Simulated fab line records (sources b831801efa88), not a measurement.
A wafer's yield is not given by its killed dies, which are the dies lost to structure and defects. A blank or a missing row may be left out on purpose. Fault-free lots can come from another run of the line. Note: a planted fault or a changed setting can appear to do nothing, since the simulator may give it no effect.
Which tool was responsible?	flow gf180mcu	11 lots, 33 wafers sampled, at 2 steps of a route of 602

## WHAT THE GAUGES SHOWED, per wafer
GF_V2_RS_MEAS_24: a four-point-probe measurement. Usual: V2_W_RS gives 0.330 ohm/sq (standard deviation 0.0037).
lot	measured	on	V2_W_RS (ohm/sq)	flag
L540	day 20 17:10	film-metro-02	0.329 0.331 0.338	
L543	day 21 06:05	film-metro-01	0.330 0.331 0.329	
L548	day 23 14:32	film-metro-01	0.325 0.335 0.329	
L549	day 23 22:17	film-metro-02	0.327 0.331 0.325	
L555	day 25 22:14	film-metro-04	0.337 0.333 0.332	
L554	day 25 23:32	film-metro-01	0.335 0.332 0.333	
L557	day 26 12:36	film-metro-04	0.333 0.333 0.333	
L558	day 27 00:06	film-metro-04	0.328 0.331 0.333	
L559	day 27 08:18	film-metro-01	0.328 0.327 0.327	
L560	day 27 12:17	film-metro-04	0.328 0.326 0.332	
L563	day 28 07:18	film-metro-02	0.326 0.324 0.322	

GF_M3_THK_MEAS_06: measures by xrf. Usual: M3_ALCU_THK gives 447 nm (standard deviation 5.4).
lot	measured	on	M3_ALCU_THK (nm)	flag
L540	day 20 17:59	film-metro-03	456 450 459	
L543	day 21 06:55	film-metro-03	449 450 448	
L548	day 23 15:20	film-metro-02	447 448 447	
L549	day 23 23:05	film-metro-03	445 446 450	
L555	day 25 23:03	film-metro-02	446 443 443	
L554	day 26 00:21	film-metro-03	446 447 448	
L557	day 26 13:28	film-metro-03	443 446 446	
L558	day 27 00:54	film-metro-03	447 451 449	
L559	day 27 09:07	film-metro-03	450 446 439	
L560	day 27 13:06	film-metro-02	442 443 443	
L563	day 28 08:07	film-metro-02	440 441 443	

## WHAT TOOL EACH LOT RAN ON (gives the tool, then ch and the chambers of the sampled wafers, and finally the start)
No process step before these readings appears in the record.

## WHAT THE TOOLS THEMSELVES READ (means of the sampled wafers that have a number; where no wafer has one, the mark that the record gives instead)
The record holds no such reading with a usual standard deviation.

## THE ANSWER, worked out from the rows above alone
Rule: lot off if the mean of its wafers having a number is beyond 3 standard deviations from the usual mean. A lot without any number at a reading at which 4 lots or more have one is off too. The other lots that the step has rows for count as sound. The gauges are gone through in route order, then the tools' own readings, and for those a lot's mean is taken as printed above. The first step at which some lot is off is used, and at that step the reading that is off furthest; a lot without a number counts as furthest.
Nothing can be told from this: no lot is off at any reading shown.

## WHAT WAS PUT IN BY THE SIMULATOR
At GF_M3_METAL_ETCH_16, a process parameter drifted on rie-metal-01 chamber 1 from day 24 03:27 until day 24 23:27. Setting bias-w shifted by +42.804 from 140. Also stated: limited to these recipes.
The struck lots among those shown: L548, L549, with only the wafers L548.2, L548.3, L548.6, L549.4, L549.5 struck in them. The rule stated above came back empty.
